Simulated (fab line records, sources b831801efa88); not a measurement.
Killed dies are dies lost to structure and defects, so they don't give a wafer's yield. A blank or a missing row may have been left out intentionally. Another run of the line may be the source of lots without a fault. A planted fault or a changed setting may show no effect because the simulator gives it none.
Problem report, 8D (eight disciplines) form, completed by code    flow sky130    the parts of the form that need people (team, actions taken, sign-off) are left out

== 1. WHAT IS WRONG ==
rf-fwd-power-W at SKY_PAD_OPEN_ETCH_07 reads a mean of 922.0 W on 2 wafers of 1 lot; wafers without a fault read 796.8 W with a standard deviation of 2.4. That is +52 standard deviations from the usual mean.
The step: etches the open film in CF4/O2, stops on AlCu, target depth 725 nm, time 161.1 s.
Seen first at day 50 16:50 on rie-diel-01, wafer L683.1. The record has a number at this step for 36 wafers belonging to 12 lots. Rule for "out" (also "out of limits"): further than 4 standard deviations from the usual mean. The other wafers with a number count as sound.

== 2. WHAT IT IS, AND WHAT IT ISN'T ==
question                     is                 is not
which readings at this step  rf-fwd-power-W     drypump-motor-current-A, throttle-valve-pct
which lots                   L683               L663, L664, L666, L670, L671, L672, L674, L675, L676, L684, L685
which wafers of those lots   L683.1, L683.6     L683.4
read on which tools          rie-diel-01        rie-diel-02, rie-diel-03
when                         from day 50 16:50  up to then (28 sound wafers); but 6 sound wafers of L684, L685 came after

== 3. WHAT RULES OUT EACH SUSPECT ==
Counting: any tool at a process step up to the reading remains a suspect provided it ran every lot that is out. Sound lots after the first of them don't rule it out here, since some wafers of a struck lot are sound.
- pvd-sputter-01 at SKY_METAL5_SPUTTER_00 (material Ti, target thk 15 nm, time 10 s): kept. The lot that is out, L683, ran on it at day 48 13:18; the last sound lot it ran before that was L675, at day 46 13:36.
- rie-diel-01 at SKY_PASSIVATION_ETCH_11 (etches the open film in CF4/O2, stops on AlCu, target depth 725 nm, time 161.1 s): kept. The lot that is out, L683, ran on it at day 50 00:48; the last sound lot it ran before that was L676, at day 48 09:09.
- rie-diel-01 at SKY_PAD_OPEN_ETCH_07 (etches the open film in CF4/O2, stops on AlCu, target depth 725 nm, time 161.1 s): kept. The lot that is out, L683, ran on it at day 50 16:50; the last sound lot it ran before that was L674, at day 48 20:35. On those wafers its own readings are out: rf-fwd-power-W.
- At SKY_PASSIVATION_ETCH_11 on rie-diel-01, chamber 2 took the sound wafers of the same lots and chamber 1 took the wafers that are out.
- At SKY_PAD_OPEN_ETCH_07 on rie-diel-01, chamber 2 took the sound wafers of the same lots and chamber 1 took the wafers that are out.
After the count, these remain: pvd-sputter-01 at SKY_METAL5_SPUTTER_00, rie-diel-01 at SKY_PASSIVATION_ETCH_11 and rie-diel-01 at SKY_PAD_OPEN_ETCH_07.

== 4. THE CAUSE (what the simulator had put in) ==
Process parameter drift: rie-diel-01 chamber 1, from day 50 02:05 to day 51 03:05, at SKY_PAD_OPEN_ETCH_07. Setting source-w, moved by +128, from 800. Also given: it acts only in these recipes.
Counting leaves 3 suspects; this tool is one of them.

== 5. SEQUENCE OF EFFECTS, ordered by route ==
Rows list readings where the struck wafers' mean (over those with a number) sits beyond 3 standard deviations from the usual. Readings are gone through only where the record gives a usual standard deviation; hours: the median, over the lots, of the time from a lot's start at the first step in this table giving one to that lot's start at this step; sigmas: the change measured in usual standard deviations.
hours  step                  reading         usual    on struck wafers  change  sigmas
0      SKY_PAD_OPEN_ETCH_07  rf-fwd-power-W  796.8 W  922.0             +125.2  +52
Its process steps:
- SKY_PAD_OPEN_ETCH_07: etches the open film in CF4/O2, stops on AlCu, target depth 725 nm, time 161.1 s.

== 6. WHAT WOULD HAVE CAUGHT IT SOONER ==
In this record no reading fell out of limits until day 50 16:50, 15 hours after the fault had begun at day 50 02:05.
